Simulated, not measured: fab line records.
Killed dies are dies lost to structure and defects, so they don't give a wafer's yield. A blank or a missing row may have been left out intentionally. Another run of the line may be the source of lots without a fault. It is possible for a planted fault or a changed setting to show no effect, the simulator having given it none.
One fault through the eyes of 2 desks | flow gf180mcu | every desk sees just its own numbers, and what lay behind them comes last

## FROM THE METROLOGY DESK
Means of the sampled wafers that have a number, per lot and without regard to the tool the lot ran on: this is what the gauges read. Marked OUT: a lot whose mean sits more than 4 standard deviations from the usual mean, which makes it out of limits; the brackets give that distance.
Columns: A = VT_IMPLANT_2_TW at GF_VT_IMPLANT_TW_MEAS_21, usual 1219; B = POLY_GATE_CVD_00_THK at GF_POLY_GATE_THK_MEAS_01, usual 197.1 nm; C = cd nm at GF_POLY_GATE_CD_MEAS_10, usual 280.3 nm
lot  | first seen here | A    | B               | C
L735 | day 6 13:04     | 1229 | 194.4           | 279.3
L736 | day 6 18:56     | 1228 | 197.1           | 280.4
L738 | day 7 08:07     | 1220 | 197.9           | 279.7
L741 | day 8 02:51     | 1230 | 198.1           | 278.4
L742 | day 8 09:08     | 1203 | 193.7           | 283.0
L747 | day 9 15:31     | 1210 | 199.2           | 282.3
L748 | day 9 21:52     | 1216 | 149.7 (-23) OUT | 281.2
L749 | day 10 05:47    | 1213 | 145.5 (-25) OUT | 277.0
L750 | day 10 10:49    | 1213 | 197.1           | 280.8
L752 | day 11 00:28    | 1216 | 199.2           | 280.5
L755 | day 11 17:18    | 1228 | 198.4           | 281.2
This desk's finding: out of limits on L748, L749; first on L748, day 12 11:52 (POLY_GATE_CVD_00_THK at GF_POLY_GATE_THK_MEAS_01). Within limits: L735, L736, L738, L741, L742, L747, L750, L752, L755.

## TOOL OWNER'S DESK, lpcvd-01
The tool's own readings at GF_POLY_GATE_CVD_00 (deposits poly-Si, target thk 200 nm, time 1180 s): means of the sampled wafers that have a number, for each lot that ran on this tool. Marked OUT: a lot whose mean sits more than 4 standard deviations from the usual mean, which makes it out of limits; the brackets give that distance.
Columns: A = spike tc bottom C at GF_POLY_GATE_CVD_00, usual 644.5 C; B = spike tc centre C at GF_POLY_GATE_CVD_00, usual 620.9 C; C = spike tc lower C at GF_POLY_GATE_CVD_00, usual 620.0 C; D = spike tc top C at GF_POLY_GATE_CVD_00, usual 640.1 C; E = spike tc upper C at GF_POLY_GATE_CVD_00, usual 619.9 C; F = susceptor temp C at GF_POLY_GATE_CVD_00, usual 620.00 C
lot  | first seen here | A                | B                | C               | D                | E               | F
L735 | day 8 16:59     | 643.9            | 619.6            | 620.7           | 638.4            | 618.8           | 619.68
L736 | day 8 23:11     | 643.3            | 619.9            | 620.6           | 639.5            | 619.8           | 619.98
L738 | day 9 13:32     | 643.3            | 619.1            | 619.1           | 639.8            | 620.5           | 620.19
L741 | day 10 11:41    | 643.5            | 620.0            | 621.2           | 640.0            | 621.1           | 619.92
L748 | day 12 10:32    | 630.7 (-8.1) OUT | 607.4 (-8.4) OUT | 606.7 (-13) OUT | 626.4 (-7.6) OUT | 607.5 (-11) OUT | 606.98 (-48) OUT
L749 | day 12 21:08    | 631.3 (-7.8) OUT | 606.2 (-9.2) OUT | 607.2 (-13) OUT | 626.6 (-7.5) OUT | 607.1 (-12) OUT | 607.12 (-48) OUT
L752 | day 13 15:03    | 643.4            | 621.4            | 619.4           | 640.5            | 620.3           | 619.94
This desk's verdict: out of limits on L748, L749, starting with L748 at day 12 10:32 (spike tc bottom C at GF_POLY_GATE_CVD_00). Within limits: L735, L736, L738, L741, L752.

## TAKEN TOGETHER
An alarm could have come from the tool owner's desk at day 12 10:32, on L748, L749.
An alarm was possible from the metrology desk at day 12 11:52, on L748, L749.
All the named lots went through GF_POLY_GATE_CVD_00 on lpcvd-01.

## WHAT HAD BEEN PUT IN BY THE SIMULATOR
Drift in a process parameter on lpcvd-01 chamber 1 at GF_POLY_GATE_CVD_00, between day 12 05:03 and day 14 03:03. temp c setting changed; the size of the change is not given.
Shown lots that were struck: L748, L749.
Counting hours from when the fault started, the first reading out of limits came at 5 for the tool owner's desk and at 7 for the metrology desk.
